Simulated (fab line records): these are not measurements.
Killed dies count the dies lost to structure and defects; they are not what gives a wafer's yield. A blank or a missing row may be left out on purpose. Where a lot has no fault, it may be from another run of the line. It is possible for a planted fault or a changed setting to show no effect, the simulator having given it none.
Lot-split experiment | flow gf180mcu | 5 lots, 23 wafers read, on a route of 602 steps

## THE SPLIT ITSELF
At GF_LVPWELL_IMPLANT_08, the setting doseCm2 was moved away from the recipe's 1.5e+13 on 6 of the 23 wafers read, by -11.6% to +8.1%. For the rest of the wafers, this setting stayed at what the recipe calls for.

## FROM THE SPLIT TO THE READING: what the file shows between them, 2 steps
- GF_LVPWELL_IMPLANT_09
- GF_LVPWELL_STRIP_10: strips in O2/N2

## THE READING
LVPWELL_TW, at GF_LVPWELL_TW_MEAS_11. A value of 560 with a standard deviation of 4.2 is what fault-free wafers of this fab line usually give.

wafer  | tool, chamber at the split | doseCm2 as run | against the recipe | LVPWELL_TW | against lot-mates on the recipe
L075.1 | implanter-02, 0            | 1.5e+13        | recipe             | 560        | -
L075.3 | implanter-02, 0            | 1.5e+13        | recipe             | 557        | -
L075.4 | implanter-02, 0            | 1.622e+13      | +8.1%              | 567        | +8
L075.5 | implanter-02, 0            | 1.622e+13      | +8.1%              | 567        | +8
L075.6 | implanter-02, 0            | 1.622e+13      | +8.1%              | 571        | +12
L076.1 | implanter-02, 0            | 1.326e+13      | -11.6%             | 541        | -16
L076.3 | implanter-02, 0            | 1.326e+13      | -11.6%             | 542        | -14
L076.4 | implanter-02, 0            | 1.5e+13        | recipe             | 556        | -
L076.5 | implanter-02, 0            | 1.326e+13      | -11.6%             | 542        | -14
L076.6 | implanter-02, 0            | 1.5e+13        | recipe             | 557        | -
L079.2 | implanter-04, 0            | 1.5e+13        | recipe             | 557        | -
L079.5 | implanter-04, 0            | 1.5e+13        | recipe             | 557        | -
L079.6 | implanter-04, 0            | 1.5e+13        | recipe             | 558        | -
L082.1 | implanter-04, 0            | 1.5e+13        | recipe             | 567        | -
L082.3 | implanter-04, 0            | 1.5e+13        | recipe             | 566        | -
L082.4 | implanter-04, 0            | 1.5e+13        | recipe             | 568        | -
L082.5 | implanter-04, 0            | 1.5e+13        | recipe             | 567        | -
L082.6 | implanter-04, 0            | 1.5e+13        | recipe             | 563        | -
L084.2 | implanter-01, 0            | 1.5e+13        | recipe             | 556        | -
L084.3 | implanter-01, 0            | 1.5e+13        | recipe             | 554        | -
L084.4 | implanter-01, 0            | 1.5e+13        | recipe             | 554        | -
L084.5 | implanter-01, 0            | 1.5e+13        | recipe             | 556        | -
L084.6 | implanter-01, 0            | 1.5e+13        | recipe             | 557        | -

THE FIT
A straight line over all 23 wafers: LVPWELL_TW changes by +1.38 for each +1% of doseCm2; r = +0.86; the points scatter about the line by 4.4.
The same after taking each lot's own level away (the mean of its wafers on the recipe; 23 wafers): +1.25 for each +1%; r = +0.98; scatter 1.4.
On that fit, the largest move of doseCm2 shifts the reading by 15.
From 555.4 to 566.2: that is the span of the lots' own levels, equal to 2.6 times the standard deviation above.
Consequently the slope shifts little with the lot-to-lot level, the two slopes agreeing.
Check: -14.3 against its lot-mates is what the line predicts for one of the wafers moved furthest among these (-11.6%) when that wafer is left out of the fit. Against them it came out at -15.5.

## FURTHER SPLITS ON THESE WAFERS
These wafers also went through other splits before the reading. Each is held against what the fit with the lots' levels taken away leaves over:
other split on the same wafers | wafers away from the commonest value | r with LVPWELL_TW (lot level and that fit taken away)
GF_STI_COAT_07 resistThkNm     | 9                                    | -0.24
GF_STI_ETCH_14 biasW           | 10                                   | -0.08
GF_NWELL_SOFTBAKE_03 tempC     | 9                                    | +0.03

## THE FILE'S OWN FIT
LVPWELL_TW changes by +1.28 for each +1% of doseCm2, r = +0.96.
